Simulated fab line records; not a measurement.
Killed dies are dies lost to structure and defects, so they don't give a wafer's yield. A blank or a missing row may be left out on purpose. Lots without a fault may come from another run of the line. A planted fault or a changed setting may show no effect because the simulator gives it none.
Struck lot and sound lot, side by side + flow sfq_line + 16 steps out of a route of 325
Sound: these wafers, L163.1, L163.2, L163.5. The struck wafers were L170.1, L170.3, L170.5. At the end, the cause is stated.
Each step with rows lists, per side, the tool, then ch with its chambers, then its first start. Under that, the readings that differ: sound wafers + struck wafers + difference of the means + sigmas: that difference in standard deviations of wafers without a fault.
alike: same words and numbers on both sides, and readings whose means sit less than 2 such deviations apart. not compared: any withheld reading, any reading some wafer has no value for, any bound like >300 that may hide the same value, and any number with overlapping values for which the record gives no deviation.
A row with sigmas, a row that says differs or no value, or rows on one side alone: a step with any of these is where the two part. Numbers that don't overlap but have no deviation are shown without sigmas and don't part them. A reading that every wafer of one side lacks parts them only if that side has two wafers or more.

SFQ_I2_OVL_MEAS_918:
  sound on overlay-02, day 24 11:38; struck on overlay-02, day 28 04:02
  alike: I2_OVL
SFQ_TRILAYER_I2_VIA_BARC_OPEN_VIA_ETCH_096: etches BARC in O2, target depth 125 nm, time 41.7 s.
  sound on rie_diel-04 ch 0,2,3, day 24 11:40; struck on rie_diel-04 ch 1,2, day 28 04:05
  alike: drypump_motor_current_A, oes_product_au
  not compared: rf_hours_counter_h
SFQ_TRILAYER_I2_VIA_ETCH_VIA_ETCH_070: etches SiO2 in CHF3, stops on Nb, target depth 260 nm.
  sound on rie_diel-04 ch 0,2,3, day 24 11:43; struck on rie_diel-04 ch 1,2, day 28 04:07
| reading               | sound             | struck            | difference | sigmas |
|-----------------------|-------------------|-------------------|------------|--------|
| oes_product_au (a.u.) | 0.853 0.866 0.864 | 0.848 0.863 0.842 | -0.010     | -2     |
  alike: drypump_motor_current_A
SFQ_TRILAYER_I2_VIA_STRIP_STRIP_071: strips in O2.
  sound on rie_metal-04 ch 0,1, day 24 11:49; struck on rie_metal-04 ch 0,1, day 28 04:14
  alike: drypump_motor_current_A, oes_product_au, platen_temp_c
  not compared: rf_hours_counter_h
then, 2 steps without rows for these wafers: SFQ_TRILAYER_I2_VIA_STRIP_SOLV_CLEAN_072 (cleans in NMP, time 600 s); SFQ_TRILAYER_M3_DEP_PRE_CLEAN_074 (time 22.5 s).
SFQ_TRILAYER_M3_DEP_SPUTTER_073: material Nb, target thk 200 nm, time 133.3 s.
  sound on pvd_sputter-06, day 24 12:38; struck on pvd_sputter-06, day 28 05:02
  alike: substrate_temp_c, throttle_valve_pct
SFQ_M3_RS_MEAS_919: uses a four-point probe to measure.
  sound on film_metro-01, day 24 12:44; struck on film_metro-01, day 28 05:08
  alike: M3_NB_RS
then, 3 steps without rows for these wafers: SFQ_TRILAYER_M3_LITHO_COAT_080 (resist thk 62 nm); SFQ_TRILAYER_M3_LITHO_COAT_075 (resist thk 600 nm); SFQ_TRILAYER_M3_LITHO_SOFTBAKE_079.
-- the record jumps here: 6 days lie between the struck wafers' starts before and after --
SFQ_TRILAYER_M3_LITHO_EXPOSE_076: exposes mask M3, target cd 500 nm.
  sound on krf_scanner-02 ch 0, day 30 08:20; struck on krf_scanner-01 ch 0, day 34 03:23
| reading                    | sound             | struck            | difference | sigmas |
|----------------------------|-------------------|-------------------|------------|--------|
| model.M3.overlay_x_nm (nm) | 8.505 8.505 8.505 | 46.53 46.53 46.53 | +38.02     |        |
  alike: mask, stage_vel_mm_s
then, 2 steps without rows for these wafers: SFQ_TRILAYER_M3_LITHO_PEB_078 (peb time 60 s); SFQ_TRILAYER_M3_LITHO_DEVELOP_077 (time 60 s).
SFQ_M3_OVL_MEAS_921:
  sound on overlay-01, day 30 09:50; struck on overlay-01, day 34 04:53
| reading     | sound | struck   | difference | sigmas |
|-------------|-------|----------|------------|--------|
| M3_OVL (nm) | 7 9 4 | 49 53 48 | +43        | +8     |
SFQ_TRILAYER_M3_BARC_OPEN_METAL_ETCH_100: etches BARC in O2, target depth 125 nm, time 41.7 s.
  sound on rie_metal-01 ch 0,1, day 30 09:53; struck on rie_metal-01 ch 1, day 34 04:55
  alike: drypump_motor_current_A, oes_product_au
  not compared: rf_hours_counter_h

WHERE THEY PART
Last at SFQ_M3_OVL_MEAS_921 as far as this record goes, first at SFQ_TRILAYER_I2_VIA_ETCH_VIA_ETCH_070. Later steps at which nothing parts them and some readings are alike: SFQ_TRILAYER_M3_BARC_OPEN_METAL_ETCH_100.

WHY: what had been put in by the simulator
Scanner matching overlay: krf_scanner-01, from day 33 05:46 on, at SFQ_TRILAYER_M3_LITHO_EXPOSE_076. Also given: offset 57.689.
